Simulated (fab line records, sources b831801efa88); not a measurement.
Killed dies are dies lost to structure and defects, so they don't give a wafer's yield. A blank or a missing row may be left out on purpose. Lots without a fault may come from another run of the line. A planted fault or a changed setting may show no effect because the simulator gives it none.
Which tool did it? | flow sky130 | 24 lots, 72 wafers sampled, at 6 steps of a route of 708

WHAT THE GAUGES READ, wafer by wafer
SKY_VIA3_BOW_MEAS_03.
lot  | measured     | on            | VIA3_BOW (um)
L074 | day 38 09:17 | film_metro-04 | 82 81 86
L075 | day 38 13:50 | film_metro-02 | 65 66 71
L076 | day 38 23:29 | film_metro-02 | 85 71 73
L077 | day 39 05:13 | film_metro-04 | 78 95 84
L078 | day 39 17:37 | film_metro-02 | 76 79 87
L079 | day 40 00:18 | film_metro-02 | 75 77 87
L081 | day 40 11:23 | film_metro-02 | 75 87 81
L080 | day 40 18:23 | film_metro-03 | 78 82 80
L082 | day 40 23:31 | film_metro-03 | 84 71 83
L083 | day 41 18:02 | film_metro-04 | 90 73 64
L084 | day 42 11:49 | film_metro-02 | 100 79 85
L085 | day 42 13:36 | film_metro-03 | 88 72 77
L086 | day 42 15:47 | film_metro-04 | 77 81 88
L087 | day 42 16:43 | film_metro-03 | 83 86 82
L088 | day 42 23:17 | film_metro-02 | 69 82 78
L089 | day 43 01:56 | film_metro-04 | 78 80 77
L090 | day 43 04:11 | film_metro-04 | 68 73 86
L092 | day 43 18:28 | film_metro-03 | 90 77 83
L091 | day 43 18:58 | film_metro-04 | 65 84 78
L093 | day 43 23:35 | film_metro-02 | 75 81 97
L094 | day 44 06:11 | film_metro-02 | 89 88 78
L095 | day 44 10:11 | film_metro-02 | 74 72 72
L096 | day 44 13:58 | film_metro-04 | 79 72 84
L097 | day 44 23:36 | film_metro-02 | 77 85 71

SKY_CAP2M_THK_MEAS_04: measures by xrf.
lot  | measured     | on            | CAP2M_TIN_THK (nm)
L074 | day 39 11:49 | film_metro-03 | 199 198 202
L075 | day 39 16:43 | film_metro-03 | 200 194 204
L076 | day 40 02:11 | film_metro-01 | 209 202 203
L077 | day 40 08:20 | film_metro-01 | 200 199 205
L078 | day 40 20:00 | film_metro-01 | 208 202 208
L079 | day 41 02:36 | film_metro-04 | 204 205 205
L081 | day 41 13:25 | film_metro-01 | 205 202 200
L080 | day 41 21:03 | film_metro-04 | 200 207 202
L082 | day 42 02:05 | film_metro-04 | 199 200 201
L083 | day 42 19:38 | film_metro-04 | 196 198 197
L084 | day 43 12:34 | film_metro-04 | 198 202 202
L085 | day 43 14:27 | film_metro-03 | 200 201 199
L086 | day 43 16:45 | film_metro-04 | 200 199 202
L087 | day 43 18:04 | film_metro-04 | 197 199 195
L088 | day 43 23:52 | film_metro-04 | 200 200 198
L089 | day 44 02:50 | film_metro-03 | 205 203 204
L090 | day 44 04:11 | film_metro-04 | 198 198 202
L092 | day 44 18:26 | film_metro-03 | 203 205 203
L091 | day 44 19:18 | film_metro-01 | 197 198 198
L093 | day 44 23:41 | film_metro-03 | 202 200 202
L094 | day 45 05:13 | film_metro-01 | 202 204 203
L095 | day 45 10:01 | film_metro-01 | 203 200 201
L096 | day 45 13:59 | film_metro-04 | 198 202 201
L097 | day 45 22:10 | film_metro-04 | 199 202 199

SKY_METAL4_CD_MEAS_13: target cd 300 nm.
lot  | measured     | on        | cd_nm (nm)
L074 | day 41 12:23 | cd_sem-02 | 298.4 298.8 299.0
L075 | day 41 17:57 | cd_sem-02 | 298.4 298.3 300.1
L076 | day 42 01:50 | cd_sem-01 | 302.0 300.6 301.7
L077 | day 42 07:06 | cd_sem-01 | 301.0 299.9 300.9
L078 | day 42 19:37 | cd_sem-01 | 298.8 300.1 299.2
L079 | day 43 02:44 | cd_sem-01 | 299.7 298.5 300.1
L081 | day 43 12:22 | cd_sem-01 | 301.5 301.6 300.9
L080 | day 43 19:56 | cd_sem-02 | 302.0 301.7 300.8
L082 | day 44 00:23 | cd_sem-02 | 300.2 300.7 301.5
L083 | day 44 17:26 | cd_sem-02 | 301.3 299.8 300.4
L084 | day 45 09:13 | cd_sem-01 | 298.0 298.2 297.7
L085 | day 45 11:22 | cd_sem-01 | 297.6 299.2 299.4
L086 | day 45 13:16 | cd_sem-01 | 301.4 300.2 300.0
L087 | day 45 14:20 | cd_sem-01 | 300.0 298.5 299.7
L088 | day 45 19:01 | cd_sem-01 | 300.8 298.9 299.5
L089 | day 45 21:55 | cd_sem-02 | 300.9 300.7 302.7
L090 | day 45 23:16 | cd_sem-01 | 299.3 300.1 298.1
L092 | day 46 12:53 | cd_sem-02 | 302.3 302.0 299.8
L091 | day 46 13:36 | cd_sem-02 | 301.2 299.5 299.9
L093 | day 46 16:59 | cd_sem-02 | 301.0 302.1 300.7
L094 | day 46 21:14 | cd_sem-02 | 299.8 300.8 300.4
L095 | day 47 03:14 | cd_sem-02 | 297.6 299.5 298.7
L096 | day 47 06:51 | cd_sem-01 | 299.4 300.5 301.5
L097 | day 47 13:44 | cd_sem-02 | 299.3 299.7 298.9

WHICH TOOL RAN EACH LOT (tool, then ch and the chambers of the sampled wafers, then the start)
lot  | SKY_METAL2_SPUTTER_00        | SKY_VIA3_CMP_24               | SKY_CAP2M_CVD_00
L074 | pvd_sputter-04, day 33 18:28 | cmp-02 ch 0,1,2, day 39 11:05 | pecvd-04 ch 1,2, day 39 11:30
L075 | pvd_sputter-03, day 33 23:49 | cmp-02 ch 0,2,3, day 39 15:56 | pecvd-01 ch 0,1,2, day 39 16:23
L076 | pvd_sputter-03, day 34 10:05 | cmp-02 ch 0,2,3, day 40 01:29 | pecvd-01 ch 1,2, day 40 01:50
L077 | pvd_sputter-03, day 34 17:34 | cmp-02 ch 0,1,2, day 40 07:34 | pecvd-03 ch 0,1,2, day 40 08:01
L078 | pvd_sputter-04, day 35 06:35 | cmp-02 ch 2,3, day 40 19:13   | pecvd-04 ch 0,1,2, day 40 19:40
L079 | pvd_sputter-04, day 35 13:17 | cmp-02 ch 0,2,3, day 41 01:55 | pecvd-01 ch 0,1,2, day 41 02:16
L081 | pvd_sputter-04, day 35 23:56 | cmp-02 ch 1,2,3, day 41 12:44 | pecvd-01 ch 0,2, day 41 13:06
L080 | pvd_sputter-03, day 36 07:29 | cmp-01 ch 0,1,2, day 41 20:20 | pecvd-01 ch 1,2, day 41 20:44
L082 | pvd_sputter-03, day 36 12:41 | cmp-02 ch 0,2,3, day 42 01:29 | pecvd-03 ch 0,2, day 42 01:47
L083 | pvd_sputter-04, day 37 08:47 | cmp-01 ch 1,2,3, day 42 18:54 | pecvd-01 ch 0,2, day 42 19:19
L084 | pvd_sputter-03, day 38 03:53 | cmp-01 ch 0,1,2, day 43 11:54 | pecvd-03 ch 1,2, day 43 12:15
L085 | pvd_sputter-04, day 38 05:34 | cmp-01 ch 1,2,3, day 43 13:41 | pecvd-04 ch 0,1,2, day 43 14:08
L086 | pvd_sputter-04, day 38 08:52 | cmp-01 ch 0,3, day 43 16:02   | pecvd-03 ch 0,1,2, day 43 16:26
L087 | pvd_sputter-02, day 38 09:47 | cmp-02 ch 0,2,3, day 43 17:27 | pecvd-01 ch 0,2, day 43 17:45
L088 | pvd_sputter-03, day 38 15:50 | cmp-02 ch 1,2,3, day 43 23:06 | pecvd-03 ch 1,2, day 43 23:34
L089 | pvd_sputter-03, day 38 19:43 | cmp-01 ch 0,2, day 44 02:03   | pecvd-01 ch 0,2, day 44 02:30
L090 | pvd_sputter-04, day 38 22:01 | cmp-01 ch 0,1,2, day 44 03:32 | pecvd-01 ch 0,2, day 44 03:51
L092 | pvd_sputter-02, day 39 13:57 | cmp-01 ch 0,3, day 44 17:44   | pecvd-04 ch 1,2, day 44 18:08
L091 | pvd_sputter-03, day 39 14:46 | cmp-02 ch 2,3, day 44 18:31   | pecvd-01 ch 1,2, day 44 18:59
L093 | pvd_sputter-04, day 39 18:37 | cmp-01 ch 0,3, day 44 22:53   | pecvd-04 ch 1,2, day 44 23:21
L094 | pvd_sputter-04, day 40 03:05 | cmp-01 ch 0,1,3, day 45 04:33 | pecvd-03 ch 0,1,2, day 45 04:54
L095 | pvd_sputter-04, day 40 07:41 | cmp-01 ch 2,3, day 45 09:13   | pecvd-01 ch 0,1,2, day 45 09:41
L096 | pvd_sputter-03, day 40 09:45 | cmp-02 ch 0,1,2, day 45 13:19 | pecvd-04 ch 0,1,2, day 45 13:40
L097 | pvd_sputter-03, day 40 22:04 | cmp-01 ch 0,1,3, day 45 21:23 | pecvd-01 ch 0,1,2, day 45 21:52
- SKY_METAL2_SPUTTER_00: material Ti, target thk 15 nm, time 10 s.
- SKY_VIA3_CMP_24: polishes, stops on SiO2, t overpolish 20 s, target thk 0 nm.
- SKY_CAP2M_CVD_00: deposits SiO2, target thk 15.5 nm.

WHAT THE TOOLS THEMSELVES READ (means of the sampled wafers that have a number; where no wafer has one, the mark that the record gives instead)
SKY_METAL2_SPUTTER_00.
lot  | tool           | throttle_valve_pct (%)
L074 | pvd_sputter-04 | 31.4
L075 | pvd_sputter-03 | 30.1
L076 | pvd_sputter-03 | 29.3
L077 | pvd_sputter-03 | 30.8
L078 | pvd_sputter-04 | 31.1
L079 | pvd_sputter-04 | 31.2
L081 | pvd_sputter-04 | 31.3
L080 | pvd_sputter-03 | 30.5
L082 | pvd_sputter-03 | 31.2
L083 | pvd_sputter-04 | 31.3
L084 | pvd_sputter-03 | 30.0
L085 | pvd_sputter-04 | 30.9
L086 | pvd_sputter-04 | 31.4
L087 | pvd_sputter-02 | 31.0
L088 | pvd_sputter-03 | 30.9
L089 | pvd_sputter-03 | 30.7
L090 | pvd_sputter-04 | 31.3
L092 | pvd_sputter-02 | 31.2
L091 | pvd_sputter-03 | 30.6
L093 | pvd_sputter-04 | 31.5
L094 | pvd_sputter-04 | 31.4
L095 | pvd_sputter-04 | 30.8
L096 | pvd_sputter-03 | 29.9
L097 | pvd_sputter-03 | 29.9

SKY_VIA3_CMP_24.
lot  | tool   | motor_current_A (A) | overpolish_run_s (s) | time_to_endpoint_s (s)
L074 | cmp-02 | 10.8                | 20.004               | 93
L075 | cmp-02 | 11.2                | 19.991               | 97
L076 | cmp-02 | 11.5                | 19.999               | 95
L077 | cmp-02 | 10.6                | 19.991               | 93
L078 | cmp-02 | 11.6                | 20.003               | 92
L079 | cmp-02 | 11.0                | 19.998               | 89
L081 | cmp-02 | 10.9                | 20.010               | 96
L080 | cmp-01 | 11.1                | 19.999               | 87
L082 | cmp-02 | 11.1                | 20.003               | 92
L083 | cmp-01 | 11.0                | 19.994               | 98
L084 | cmp-01 | 11.1                | 20.001               | 93
L085 | cmp-01 | 10.9                | 19.994               | 95
L086 | cmp-01 | 10.8                | 20.005               | 97
L087 | cmp-02 | 11.1                | 19.995               | 89
L088 | cmp-02 | 11.0                | 20.007               | 91
L089 | cmp-01 | 10.9                | 19.996               | 100
L090 | cmp-01 | 11.1                | 20.001               | 96
L092 | cmp-01 | 11.0                | 19.998               | 96
L091 | cmp-02 | 10.8                | 20.000               | 92
L093 | cmp-01 | 10.9                | 19.995               | 103
L094 | cmp-01 | 11.0                | 19.989               | 97
L095 | cmp-01 | 11.1                | 20.010               | 102
L096 | cmp-02 | 10.4                | 20.001               | 86
L097 | cmp-01 | 11.1                | 19.995               | 95

SKY_CAP2M_CVD_00.
lot  | tool     | heater_power_w (W)
L074 | pecvd-04 | 749
L075 | pecvd-01 | 850
L076 | pecvd-01 | 797
L077 | pecvd-03 | 840
L078 | pecvd-04 | 691
L079 | pecvd-01 | 868
L081 | pecvd-01 | 821
L080 | pecvd-01 | 749
L082 | pecvd-03 | 837
L083 | pecvd-01 | 852
L084 | pecvd-03 | 911
L085 | pecvd-04 | 740
L086 | pecvd-03 | 842
L087 | pecvd-01 | 823
L088 | pecvd-03 | 852
L089 | pecvd-01 | 828
L090 | pecvd-01 | 795
L092 | pecvd-04 | 693
L091 | pecvd-01 | 784
L093 | pecvd-04 | 764
L094 | pecvd-03 | 833
L095 | pecvd-01 | 774
L096 | pecvd-04 | 760
L097 | pecvd-01 | 757

THE ANSWER, worked out from the rows above alone
Rule: what is usual is taken from the lots themselves. Put in order of their means at a reading, lots are off if they are a third of the lots or fewer, leave a main group of 4 or more, and stand apart from it by a gap of 3 or more times the standard deviation of the main group's means; of several such gaps the widest counts. A main group whose means are all the same, to the digits that the tables above print for the reading, isn't used. A lot without any number at a reading at which 4 lots or more have one is off too. The other lots that the step has rows for count as sound. The gauges are gone through in route order, then the tools' own readings, and for those a lot's mean is taken as printed above. The first step at which some lot is off is used, and at that step the reading that is off furthest; a lot without a number counts as furthest.
No lot is off at any reading shown: from this, nothing can be told.

WHAT THE SIMULATOR HAD PUT IN
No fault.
